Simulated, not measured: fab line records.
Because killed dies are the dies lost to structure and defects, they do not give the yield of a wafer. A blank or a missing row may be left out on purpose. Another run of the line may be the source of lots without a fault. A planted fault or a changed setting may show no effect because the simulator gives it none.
fab line records -- flow sky130
[record] lots = 6, wafers = 18, last-day = 50
route steps=708 shown NWELL@82 PWDE@84 VT_ADJUST_HVTP@85 VT_ADJUST_LVTN@97 PAD_OPEN@708
lots that met no fault: from a run of the same line without faults
start-h: start of the lot's first displayed wafer, in hours after the record's first day -- wait-h: time in hours since the lot's previous step -- " unchanged from the row above -- L1.1+2: several wafers, shown together as one row -- - no value, or no start given -- * or withheld: withheld -- < > ~ a bound
route shown NAME@n: a module of which the file shows steps, and the number in the route of the first -- usual: average and standard deviation across the fault-free wafers -- same: alike in all rows -- chamber/n: place in a boat -- sites: each site's reading -- _std_site: standard deviation of those values -- _edge_site: mean of outer sites minus mean of inner sites -- radius-mm: how far each site lies from the wafer's centre -- mask NAME#n: copy n -- behind: tool/chamber where the wafer was last shaped -- hold: why the lot went on hold/how many hours it stayed there/how the hold came to an end -- device: whichever transistor did not switch (one of n, p or np) -- end of line: tests run on the same wafers once the route is complete -- a step given without rows: its recipe and nothing more -- killed: dies lost to structure and defects at the first sort, not the wafer's yield -- map: shows each die of a wafer: x if killed, . if not, _ if none is there
set.NAME: the setting as run; set.NAME@STEP: as run at that earlier step -- model.NAME: the simulator's own value behind a step, which no gauge read
certain route steps with their lots: each step a table, each wafer a row
services: a tool's chamber out of use, with start hour (start-h, from the record's first day; less than 0 if before it), hours out, and reason
[[steps]]
[step SKY_NWELL_RS_MEAS_29]
[recipe] thk-meas-gauge = four-point-probe
[usual] NWELL_RS = 624.1/1.8
lot.wafer,tool,chamber,start-h,wait-h,NWELL_RS[ohm/sq]
L999.2,film-metro-03,-,117.18,0.1,624.0
L999.3,film-metro-03,-,117.18,0.1,625.4
L999.6,film-metro-03,-,117.18,0.1,625.3
L104.1,film-metro-04,-,150.56,0.1,624.5
L104.2,film-metro-04,-,150.56,0.1,624.5
L104.3,film-metro-04,-,150.56,0.1,625.8
L108.1,film-metro-04,-,172.31,0.1,624.3
L108.4,film-metro-04,-,172.31,0.1,625.1
L108.6,film-metro-04,-,172.31,0.1,625.5
L110.1,film-metro-04,-,182.81,0.1,624.7
L110.3,film-metro-04,-,182.81,0.1,626.7
L110.6,film-metro-04,-,182.81,0.1,624.4
L111.2,film-metro-04,-,192.53,0.1,629.8
L111.4,film-metro-04,-,192.53,0.1,626.3
L111.6,film-metro-04,-,192.53,0.1,627.2
L119.2,film-metro-02,-,238.57,0.1,622.3
L119.3,film-metro-02,-,238.57,0.1,622.2
L119.5,film-metro-02,-,238.57,0.1,624.1
[step SKY_NWELL_RS_MEAS_31]
[recipe] thk-meas-gauge = four-point-probe
[usual] PWDE_RS = 5268/19
lot.wafer,tool,chamber,start-h,wait-h,PWDE_RS[ohm/sq]
L999.2,film-metro-03,-,117.42,0.1,5268
L999.3,film-metro-03,-,117.42,0.1,5272
L999.6,film-metro-03,-,117.42,0.1,5253
L104.1,film-metro-04,-,150.80,0.1,5264
L104.2,film-metro-04,-,150.80,0.1,5304
L104.3,film-metro-04,-,150.80,0.1,5276
L108.1,film-metro-04,-,172.55,0.1,5266
L108.4,film-metro-04,-,172.55,0.1,5293
L108.6,film-metro-04,-,172.55,0.1,5283
L110.1,film-metro-04,-,183.05,0.1,5279
L110.3,film-metro-04,-,183.05,0.1,5278
L110.6,film-metro-04,-,183.05,0.1,5273
L111.2,film-metro-04,-,192.77,0.1,5323
L111.4,film-metro-04,-,192.77,0.1,5317
L111.6,film-metro-04,-,192.77,0.1,5306
L119.2,film-metro-02,-,238.81,0.1,5268
L119.3,film-metro-02,-,238.81,0.1,5278
L119.5,film-metro-02,-,238.81,0.1,5279
[step SKY_VT_ADJUST_HVTP_DEHYDRATE_00]
[recipe] temp-c = 200, time-s = 60
[step SKY_VT_ADJUST_HVTP_HMDS_01]
[recipe] prime-time-s = 60, prime-temp-c = 120
[step SKY_VT_ADJUST_HVTP_COAT_02]
[recipe] resist = NOVOLAK, spin-rpm = 3000, resist-thk-nm = 1140
[step SKY_VT_ADJUST_HVTP_SOFTBAKE_03]
[recipe] temp-c = 90, time-s = 60, resist = NOVOLAK
[step SKY_VT_ADJUST_HVTP_EXPOSE_04]
[recipe] mask-id = HVTPM, na = 0.6, source-shape = conventional, sigma-outer = 0.6, polarization = unpolarized, target-cd-nm = 380, dose-mj = 140
[step SKY_VT_ADJUST_HVTP_PEB_05]
[recipe] temp-c = withheld, time-s = *, resist = NOVOLAK
[step SKY_VT_ADJUST_HVTP_DEVELOP_06]
[recipe] resist = NOVOLAK, developer = TMAH, develop-time-s = 60, dev-temp-c = 23
[step SKY_VT_ADJUST_HVTP_CD_MEAS_07]
[recipe] target-cd-nm = 380
[usual] cd-nm = 379.2/2.8
lot.wafer,tool,chamber,start-h,wait-h,cd-nm
L999.2,cd-sem-01,-,135.65,0.1,378.8
L999.3,cd-sem-01,-,135.65,0.1,378.6
L999.6,cd-sem-01,-,135.65,0.1,376.6
L104.1,cd-sem-01,-,170.68,0.1,385.0
L104.2,cd-sem-01,-,170.68,0.1,382.2
L104.3,cd-sem-01,-,170.68,0.1,384.8
L108.1,cd-sem-01,-,193.33,0.1,374.1
L108.4,cd-sem-01,-,193.33,0.1,375.2
L108.6,cd-sem-01,-,193.33,0.1,375.0
L110.1,cd-sem-01,-,204.10,0.1,381.1
L110.3,cd-sem-01,-,204.10,0.1,377.2
L110.6,cd-sem-01,-,204.10,0.1,380.1
L111.2,cd-sem-02,-,214.42,0.1,382.8
L111.4,cd-sem-02,-,214.42,0.1,383.4
L111.6,cd-sem-02,-,214.42,0.1,381.8
L119.2,cd-sem-02,-,262.87,0.1,380.0
L119.3,cd-sem-02,-,262.87,0.1,379.9
L119.5,cd-sem-02,-,262.87,0.1,381.9
[step SKY_VT_ADJUST_HVTP_OVL_MEAS_08]
[usual] VT_ADJUST_HVTP_OVL = -0.1/1.7
lot.wafer,tool,chamber,start-h,wait-h,VT_ADJUST_HVTP_OVL[nm]
L999.2,overlay-01,-,135.76,0.1,2.4
L999.3,overlay-01,-,135.76,0.1,-0.2
L999.6,overlay-01,-,135.76,0.1,-0.7
L104.1,overlay-01,-,170.80,0.1,-2.5
L104.2,overlay-01,-,170.80,0.1,0.6
L104.3,overlay-01,-,170.80,0.1,-1.6
L108.1,overlay-02,-,193.45,0.1,1.2
L108.4,overlay-02,-,193.45,0.1,0.8
L108.6,overlay-02,-,193.45,0.1,2.3
L110.1,overlay-01,-,204.22,0.1,0.3
L110.3,overlay-01,-,204.22,0.1,1.7
L110.6,overlay-01,-,204.22,0.1,1.7
L111.2,overlay-02,-,214.53,0.1,-3.4
L111.4,overlay-02,-,214.53,0.1,-4.1
L111.6,overlay-02,-,214.53,0.1,-1.3
L119.2,overlay-02,-,262.98,0.1,0.0
L119.3,overlay-02,-,262.98,0.1,1.2
L119.5,overlay-02,-,262.98,0.1,1.5
[step SKY_VT_ADJUST_HVTP_IMPLANT_09]
[recipe] species = As, energy-kev = 150, dose-cm2 = 4.3e+12, tilt-deg = withheld
[usual] dose-ions-cm2 = 4.301e+12/4.2e+09, faraday-current-uA = 24.2/0.5
lot.wafer,tool,chamber,start-h,wait-h,dose-ions-cm2,faraday-current-uA
L999.2,implanter-02,0,135.81,0.0,4.302e+12,24.0
L999.3,implanter-02,0,135.81,0.0,4.297e+12,23.6
L999.6,implanter-02,0,135.81,0.0,4.297e+12,24.1
L104.1,implanter-03,0,170.84,0.0,4.303e+12,23.6
L104.2,implanter-03,0,170.84,0.0,4.304e+12,24.2
L104.3,implanter-03,0,170.84,0.0,4.298e+12,24.2
L108.1,implanter-03,0,193.49,0.0,1.549e+12,8.3
L108.4,implanter-03,0,193.49,0.0,1.547e+12,8.7
L108.6,implanter-03,0,193.49,0.0,1.541e+12,8.7
L110.1,implanter-03,0,204.26,0.0,1.543e+12,8.7
L110.3,implanter-03,0,204.26,0.0,1.546e+12,8.7
L110.6,implanter-03,0,204.26,0.0,1.539e+12,8.5
L111.2,implanter-02,0,214.58,0.0,4.306e+12,24.8
L111.4,implanter-02,0,214.58,0.0,4.298e+12,24.1
L111.6,implanter-02,0,214.58,0.0,4.302e+12,23.9
L119.2,implanter-02,0,263.03,0.0,4.301e+12,23.5
L119.3,implanter-02,0,263.03,0.0,4.312e+12,23.6
L119.5,implanter-02,0,263.03,0.0,4.301e+12,24.5
[step SKY_VT_ADJUST_HVTP_STRIP_10]
[recipe] chemistry = O2/N2, power-w = 1400, pressure-mtorr = 1500, platen-temp-c = withheld, o2-flow-sccm = 3000, n2-flow-sccm = 300, overash-fraction = 0.5
[usual] chamber-pressure-mTorr = 1500.2/1.2, drypump-motor-current-A = 5.4/0.41, oes-product-au = 0.715/0.0044, strip-time-to-endpoint-s = 14.19/0.036
lot.wafer,tool,chamber,start-h,wait-h,chamber-pressure-mTorr,drypump-motor-current-A,oes-product-au,rf-hours-counter-h,strip-time-to-endpoint-s
L999.2,plasma-asher-02,0,135.94,0.1,1502.4,5.8,0.719,32,14.18
L999.3,plasma-asher-02,1,135.94,0.1,1503.9,4.7,0.715,-,14.24
L999.6,plasma-asher-02,1,135.94,0.1,1499.8,4.7,0.717,-,14.22
L104.1,plasma-asher-04,0,170.99,0.1,1500.2,5.8,0.714,5,14.17
L104.2,plasma-asher-04,1,170.99,0.1,1501.1,5.4,0.715,5,14.20
L104.3,plasma-asher-04,1,170.99,0.1,1498.9,5.4,0.709,-,14.18
L108.1,plasma-asher-02,0,193.64,0.1,1499.4,5.8,0.724,38,14.17
L108.4,plasma-asher-02,1,193.64,0.1,1499.9,4.8,0.715,-,14.15
L108.6,plasma-asher-02,1,193.64,0.1,1499.1,4.7,0.717,-,14.15
L110.1,plasma-asher-03,0,204.41,0.1,1502.4,5.6,0.719,50,14.19
L110.3,plasma-asher-03,1,204.41,0.1,1499.2,5.6,0.716,-,14.25
L110.6,plasma-asher-03,1,204.41,0.1,1499.6,5.6,0.719,-,14.24
L111.2,plasma-asher-02,1,214.71,0.1,1498.6,4.7,0.715,40,14.19
L111.4,plasma-asher-02,0,214.71,0.1,1499.2,5.8,0.718,-,14.17
L111.6,plasma-asher-02,1,214.71,0.1,1499.3,4.7,0.713,-,14.22
L119.2,plasma-asher-02,0,263.16,0.1,1500.3,5.8,0.716,45,14.15
L119.3,plasma-asher-02,1,263.16,0.1,1499.9,4.7,0.719,-,14.22
L119.5,plasma-asher-02,0,263.16,0.1,1501.9,5.8,0.718,-,14.17
[step SKY_VT_ADJUST_HVTP_TW_MEAS_11]
[usual] VT_ADJUST_HVTP_TW = 1359/12
lot.wafer,tool,chamber,start-h,wait-h,VT_ADJUST_HVTP_TW
L999.2,film-metro-04,-,136.05,0.1,1363
L999.3,film-metro-04,-,136.05,0.1,1352
L999.6,film-metro-04,-,136.05,0.1,1358
L104.1,film-metro-03,-,171.09,0.1,1342
L104.2,film-metro-03,-,171.09,0.1,1350
L104.3,film-metro-03,-,171.09,0.1,1339
L108.1,film-metro-03,-,193.74,0.1,974
L108.4,film-metro-03,-,193.74,0.1,976
L108.6,film-metro-03,-,193.74,0.1,973
L110.1,film-metro-03,-,204.51,0.1,975
L110.3,film-metro-03,-,204.51,0.1,980
L110.6,film-metro-03,-,204.51,0.1,972
L111.2,film-metro-01,-,214.82,0.1,1376
L111.4,film-metro-01,-,214.82,0.1,1382
L111.6,film-metro-01,-,214.82,0.1,1386
L119.2,film-metro-04,-,263.27,0.1,1347
L119.3,film-metro-04,-,263.27,0.1,1351
L119.5,film-metro-04,-,263.27,0.1,1349
[step SKY_VT_ADJUST_LVTN_DEHYDRATE_00]
[recipe] temp-c = 200, time-s = 60
[step SKY_PAD_OPEN_PROBE_99]
[usual] killed_at_M0_to_M3 = 44/7, killed_at_M4_up = 3.0/1.7, killed-at-contacts = 24/5.2, killed-at-front-end = 15/4.8, killed-at-other = 0.2/0.56, killed-dies = 86/9.7, killed-open = 47/7.1, killed-short = 39/6.3
[same] gross-dies = 492, killed-at-back-side = 0
lot.wafer,tool,chamber,start-h,wait-h,killed_at_M0_to_M3,killed_at_M4_up,killed-at-contacts,killed-at-front-end,killed-at-other,killed-dies,killed-open,killed-short
L999.2,prober-01,-,1088.27,0.1,49,3,26,13,0,91,43,48
L999.3,prober-01,-,1088.32,0.2,34,0,24,12,0,70,43,27
L999.6,prober-01,-,1088.47,0.2,42,2,27,14,0,85,43,41
L104.1,prober-02,-,1127.88,0.1,58,2,43,11,0,114,52,62
L104.2,prober-02,-,1127.93,0.1,46,4,32,15,0,97,45,52
L104.3,prober-02,-,1127.98,0.2,37,4,30,14,0,85,42,43
L108.1,prober-01,-,1144.77,0.1,44,5,25,16,1,91,42,49
L108.4,prober-01,-,1144.92,0.2,51,6,17,13,0,87,54,33
L108.6,prober-01,-,1145.02,0.2,54,2,30,17,0,103,61,41
L110.1,prober-01,-,1159.54,0.1,34,6,22,21,0,83,51,31
L110.3,prober-01,-,1159.64,0.2,49,1,28,22,0,100,55,45
L110.6,prober-01,-,1159.79,0.2,51,7,23,12,1,94,48,46
L119.2,prober-01,-,1198.45,0.1,52,1,16,11,0,80,43,36
L119.3,prober-01,-,1198.50,0.2,38,8,30,19,0,95,55,40
L119.5,prober-01,-,1198.60,0.2,41,1,19,16,0,77,42,34
// killed by level:class
L999.2 CONTACT:geometric-particle:open=10 METAL1:geometric-particle:short=8 VIA2:geometric-particle:open=7 VIA1:geometric-particle:open=7 METAL2:geometric-particle:short=7 VIA1:geometric-particle:short=6 VIA2:geometric-particle:short=6 LI_CONTACT:geometric-particle:open=5
L999.3 CONTACT:geometric-particle:open=11 VIA2:geometric-particle:open=7 FIELD_ISO:geometric-particle:open=6 VIA1:geometric-particle:open=6 LOCAL_INTERCONNECT:geometric-particle:short=5 METAL1:geometric-particle:short=5 VIA3:geometric-particle:open=5 LI_CONTACT:geometric-particle:short=3
L999.6 CONTACT:geometric-particle:open=13 VIA3:geometric-particle:open=7 LOCAL_INTERCONNECT:geometric-particle:short=7 METAL1:geometric-particle:short=7 VIA2:geometric-particle:open=7 FIELD_ISO:geometric-particle:short=5 VIA1:geometric-particle:open=5 VIA3:geometric-particle:short=4
L104.1 VIA1:geometric-particle:open=13 METAL1:geometric-particle:short=12 CONTACT:geometric-particle:open=11 LI_CONTACT:geometric-particle:short=9 CONTACT:geometric-particle:short=8 LI_CONTACT:geometric-particle:open=7 LOCAL_INTERCONNECT:geometric-particle:short=7 METAL3:geometric-particle:short=7
L104.2 CONTACT:geometric-particle:open=10 LI_CONTACT:geometric-particle:short=9 VIA1:geometric-particle:short=9 VIA1:geometric-particle:open=9 METAL3:geometric-particle:short=7 CONTACT:geometric-particle:short=6 METAL1:geometric-particle:short=6 VIA2:geometric-particle:open=6
L104.3 CONTACT:geometric-particle:open=14 VIA1:geometric-particle:open=11 METAL2:geometric-particle:short=7 LOCAL_INTERCONNECT:geometric-particle:short=6 CONTACT:geometric-particle:short=6 FIELD_ISO:geometric-particle:short=5 POLY_GATE:geometric-particle:short=5 VIA1:geometric-particle:short=5
L108.1 VIA1:geometric-particle:open=9 LI_CONTACT:geometric-particle:open=8 METAL2:geometric-particle:short=7 METAL1:geometric-particle:short=6 CONTACT:geometric-particle:short=6 CONTACT:geometric-particle:open=6 VIA1:geometric-particle:short=6 FIELD_ISO:geometric-particle:short=5
L108.4 VIA1:geometric-particle:open=11 CONTACT:geometric-particle:open=9 METAL1:geometric-particle:short=8 METAL2:geometric-particle:short=7 VIA2:geometric-particle:open=6 VIA3:geometric-particle:open=5 FIELD_ISO:geometric-particle:open=4 POLY_GATE:geometric-particle:open=4
L108.6 CONTACT:geometric-particle:open=13 VIA1:geometric-particle:open=11 VIA3:geometric-particle:open=11 VIA2:geometric-particle:open=9 CONTACT:geometric-particle:short=7 METAL2:geometric-particle:short=6 POLY_GATE:geometric-particle:open=5 METAL1:geometric-particle:short=5
L110.1 CONTACT:geometric-particle:open=8 POLY_GATE:geometric-particle:open=7 LI_CONTACT:geometric-particle:open=6 VIA1:geometric-particle:short=6 VIA1:geometric-particle:open=6 FIELD_ISO:geometric-particle:open=5 VIA3:geometric-particle:open=5 VIA2:geometric-particle:open=5
L110.3 VIA1:geometric-particle:open=12 LI_CONTACT:geometric-particle:open=10 CONTACT:geometric-particle:open=8 POLY_GATE:geometric-particle:short=8 VIA1:geometric-particle:short=8 FIELD_ISO:geometric-particle:open=7 POLY_GATE:geometric-particle:open=6 VIA2:geometric-particle:open=6
L110.6 VIA1:geometric-particle:open=10 LI_CONTACT:geometric-particle:open=9 METAL4:geometric-particle:short=7 VIA3:geometric-particle:open=7 VIA2:geometric-particle:open=7 CONTACT:geometric-particle:open=7 FIELD_ISO:geometric-particle:short=6 METAL1:geometric-particle:short=6
L119.2 VIA1:geometric-particle:open=13 METAL1:geometric-particle:short=8 VIA3:geometric-particle:open=7 CONTACT:geometric-particle:open=6 VIA3:geometric-particle:short=5 FIELD_ISO:geometric-particle:open=4 LI_CONTACT:geometric-particle:open=4 CONTACT:geometric-particle:short=4
L119.3 CONTACT:geometric-particle:open=13 VIA1:geometric-particle:open=13 VIA3:geometric-particle:open=8 METAL4:geometric-particle:short=7 LI_CONTACT:geometric-particle:open=6 LOCAL_INTERCONNECT:geometric-particle:short=6 FIELD_ISO:geometric-particle:short=4 POLY_GATE:geometric-particle:open=4
L119.5 VIA1:geometric-particle:open=10 VIA3:geometric-particle:short=6 LI_CONTACT:geometric-particle:open=5 LOCAL_INTERCONNECT:geometric-particle:short=5 METAL1:geometric-particle:short=5 VIA2:geometric-particle:open=5 FIELD_ISO:geometric-particle:open=4 POLY_GATE:geometric-particle:open=4
[[services]]
tool,chamber,start-h,hours,kind
plasma-asher-04,0,117.75,-,clean
plasma-asher-04,1,117.75,-,clean
implanter-03,-,121.87,6.0,repair
plasma-asher-04,-,127.10,0.7,repair
implanter-02,-,158.10,3.3,pm
plasma-asher-03,-,166.10,1.9,repair
plasma-asher-02,-,168.05,1.7,repair
plasma-asher-02,-,178.86,1.6,repair
plasma-asher-03,-,183.74,10.2,repair
[[key]]
[first-sign] step = SKY_VT_ADJUST_HVTP_IMPLANT_09, reading = dose-ions-cm2, direction = down, sigmas = 99+, usual = *, struck = *
[effect] step = SKY_VT_ADJUST_HVTP_IMPLANT_09, reading = faraday-current-uA, direction = down, sigmas = 31, usual = 24.2, struck = 8.6
[effect] step = SKY_VT_ADJUST_HVTP_TW_MEAS_11, reading = VT_ADJUST_HVTP_TW, direction = down, sigmas = 31, usual = 1359, struck = 975
met-at SKY_VT_ADJUST_HVTP_IMPLANT_09
struck-wafers L108.1,L108.4,L108.6,L110.1,L110.3,L110.6
tester-left-out L108,L110
onset-between 170.84 193.49
[fault] kind = process-parameter-drift, tool = implanter-03, chamber = -, onset-h = 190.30, steps = SKY_VT_ADJUST_HVTP_IMPLANT_09, channel = dose-cm2, offset = *, shape = step, end-h = 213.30, acts-in = *, stated = *
// tester-left-out: of these lots the tester's yield and bins aren't shown, on N5 and GAA mostly nor the transistor test; their killed dies are dies lost to structure and defects alone, not to doping, threshold or leakage, so they don't give the yield
